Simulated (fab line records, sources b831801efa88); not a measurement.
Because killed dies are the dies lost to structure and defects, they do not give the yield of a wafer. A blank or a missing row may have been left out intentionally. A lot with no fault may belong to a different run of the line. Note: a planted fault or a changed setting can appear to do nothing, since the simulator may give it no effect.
Which of the tools did it?	flow sky130	Sampling: 10 lots, 30 wafers, 5 of 708 route steps

WHAT EACH GAUGE READ, for each wafer
SKY_CONTACT_CD_MEAS_14: the cd target is 170 nm.
lot	measured	on	cd-nm (nm)
L994	day 31 10:47	cd-sem-02	170.3 169.4 168.5
L995	day 32 02:11	cd-sem-01	170.5 171.5 172.2
L999	day 33 09:20	cd-sem-01	170.0 167.9 169.9
L100	day 33 12:08	cd-sem-01	171.0 169.2 169.8
L103	day 34 12:02	cd-sem-01	170.4 167.5 169.5
L105	day 34 21:46	cd-sem-02	169.9 169.6 169.4
L106	day 35 05:32	cd-sem-01	169.9 169.8 170.0
L109	day 36 06:12	cd-sem-02	170.3 169.5 171.1
L112	day 37 12:37	cd-sem-02	169.1 168.6 167.7
L113	day 38 00:36	cd-sem-02	171.0 170.3 170.8

SKY_PASSIVATION_THK_MEAS_03.
lot	measured	on	PASSIVATION_CVD_02_THK (nm)
L994	day 43 22:07	film-metro-04	542 537 541
L995	day 44 10:49	film-metro-03	549 548 545
L999	day 45 13:46	film-metro-02	541 539 550
L100	day 45 15:06	film-metro-03	545 553 294
L103	day 46 11:25	film-metro-03	292 547 290
L105	day 46 19:42	film-metro-03	530 545 536
L106	day 46 23:45	film-metro-03	540 533 540
L109	day 47 18:12	film-metro-02	542 551 555
L112	day 48 16:57	film-metro-02	534 534 547
L113	day 48 23:29	film-metro-04	535 537 539

WHAT TOOL EACH LOT RAN ON (gives the tool, then ch and the chambers of the sampled wafers, and finally the start)
lot	SKY_METAL1_SPUTTER_01	SKY_VIA1_CMP_24	SKY_PASSIVATION_CVD_02
L994	pvd-sputter-04, day 31 12:26	cmp-01 ch 0,1,2, day 33 19:58	pecvd-04 ch 0,1,2, day 43 21:54
L995	pvd-sputter-04, day 32 03:46	cmp-01 ch 0,2,3, day 34 11:15	pecvd-04 ch 1,2, day 44 10:35
L999	pvd-sputter-04, day 33 10:55	cmp-02 ch 1,2,3, day 35 18:16	pecvd-04 ch 0,2, day 45 13:25
L100	pvd-sputter-04, day 33 13:44	cmp-01 ch 0,1,2, day 35 21:08	pecvd-04 ch 0,1,2, day 45 14:52
L103	pvd-sputter-04, day 34 13:36	cmp-01 ch 0,1,2, day 36 22:08	pecvd-04 ch 0,2, day 46 11:11
L105	pvd-sputter-04, day 34 23:19	cmp-01 ch 0,2, day 37 07:59	pecvd-02 ch 0,1,2, day 46 19:27
L106	pvd-sputter-04, day 35 07:07	cmp-02 ch 0,2,3, day 37 14:56	pecvd-01 ch 0,1,2, day 46 23:32
L109	pvd-sputter-04, day 36 07:54	cmp-02 ch 0,1, day 38 15:37	pecvd-01 ch 0,1,2, day 47 17:58
L112	pvd-sputter-04, day 37 14:37	cmp-01 ch 0,1,3, day 39 22:36	pecvd-02 ch 1,2, day 48 16:43
L113	pvd-sputter-01, day 38 02:18	cmp-02 ch 2,3, day 40 09:29	pecvd-02 ch 0,1,2, day 48 23:16
- SKY_METAL1_SPUTTER_01: material TiN, target thk 20 nm, time 16.7 s.
- SKY_VIA1_CMP_24: polishes, stops on SiO2, t overpolish 15 s, target thk 0 nm.
- SKY_PASSIVATION_CVD_02: deposits Si3N4, target thk 540 nm.

AS READ BY THE TOOLS THEMSELVES (means over the sampled wafers that have a number; for cases with no such wafer, the mark the record gives instead)
SKY_METAL1_SPUTTER_01.
lot	tool	throttle-valve-pct (%)
L994	pvd-sputter-04	30.2
L995	pvd-sputter-04	30.0
L999	pvd-sputter-04	30.0
L100	pvd-sputter-04	29.6
L103	pvd-sputter-04	30.0
L105	pvd-sputter-04	30.4
L106	pvd-sputter-04	29.9
L109	pvd-sputter-04	29.8
L112	pvd-sputter-04	29.6
L113	pvd-sputter-01	28.9

SKY_VIA1_CMP_24.
lot	tool	head-pressure-psi (psi)	motor-current-A (A)	overpolish-run-s (s)	platen-rpm (rpm)	slurry-flow-ml-min	time-to-endpoint-s (s)
L994	cmp-01	3.495	10.2	15.004	60.02	149.8	67.0
L995	cmp-01	3.495	10.3	15.001	60.00	150.4	66.1
L999	cmp-02	3.508	11.6	14.994	60.03	149.9	65.1
L100	cmp-01	3.501	10.3	15.001	60.02	149.9	67.9
L103	cmp-01	3.504	10.3	14.996	60.00	150.1	64.5
L105	cmp-01	3.499	10.7	15.006	59.98	150.0	66.2
L106	cmp-02	3.495	10.7	15.002	60.02	149.7	63.8
L109	cmp-02	3.495	11.4	14.995	60.00	149.8	61.6
L112	cmp-01	3.498	10.0	15.000	60.00	149.8	68.0
L113	cmp-02	3.508	10.7	14.994	59.98	150.5	64.8

SKY_PASSIVATION_CVD_02.
lot	tool	heater-power-w (W)
L994	pecvd-04	691
L995	pecvd-04	707
L999	pecvd-04	800
L100	pecvd-04	749
L103	pecvd-04	814
L105	pecvd-02	808
L106	pecvd-01	615
L109	pecvd-01	644
L112	pecvd-02	732
L113	pecvd-02	773

THE ANSWER, worked out from the rows above alone
Rule: usual is defined by the lots themselves. Put in order of their means at a reading, lots are off if they are a third of the lots or fewer, leave a main group of 4 or more, and stand apart from it by a gap of 3 or more times the standard deviation of the main group's means; of several such gaps the widest counts. A main group is skipped when, at the precision printed for the reading in the tables above, its means are all equal. A lot without any number at a reading at which 4 lots or more have one is off too. Any other lot the step has rows for is counted as sound. Order of review: gauges by route order, followed by the tools' own readings, for which a lot's mean as printed above is used. At the first step where some lot is off, the reading lying furthest off is the one used; lots without a number count as furthest.
Off: at SKY_PASSIVATION_THK_MEAS_03 (PASSIVATION_CVD_02_THK), L100, L103. For the main group the mean is 541 nm and the standard deviation 4.6.
A tool fits if, at a process step before that reading, it ran every lot that is off, and no sound lot after the first of them. Gauges at SKY_PASSIVATION_THK_MEAS_03: tried the same way as those tools. One fits: pecvd-04 at SKY_PASSIVATION_CVD_02. Its last sound lot is L999 (day 45 13:25), its first lot that is off L100 (day 45 14:52): a fault that began between those two fits.

WHAT THE SIMULATOR HAD INSERTED
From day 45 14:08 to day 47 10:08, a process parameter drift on pecvd-04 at SKY_PASSIVATION_CVD_02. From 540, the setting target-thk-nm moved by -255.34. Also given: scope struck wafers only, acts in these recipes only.
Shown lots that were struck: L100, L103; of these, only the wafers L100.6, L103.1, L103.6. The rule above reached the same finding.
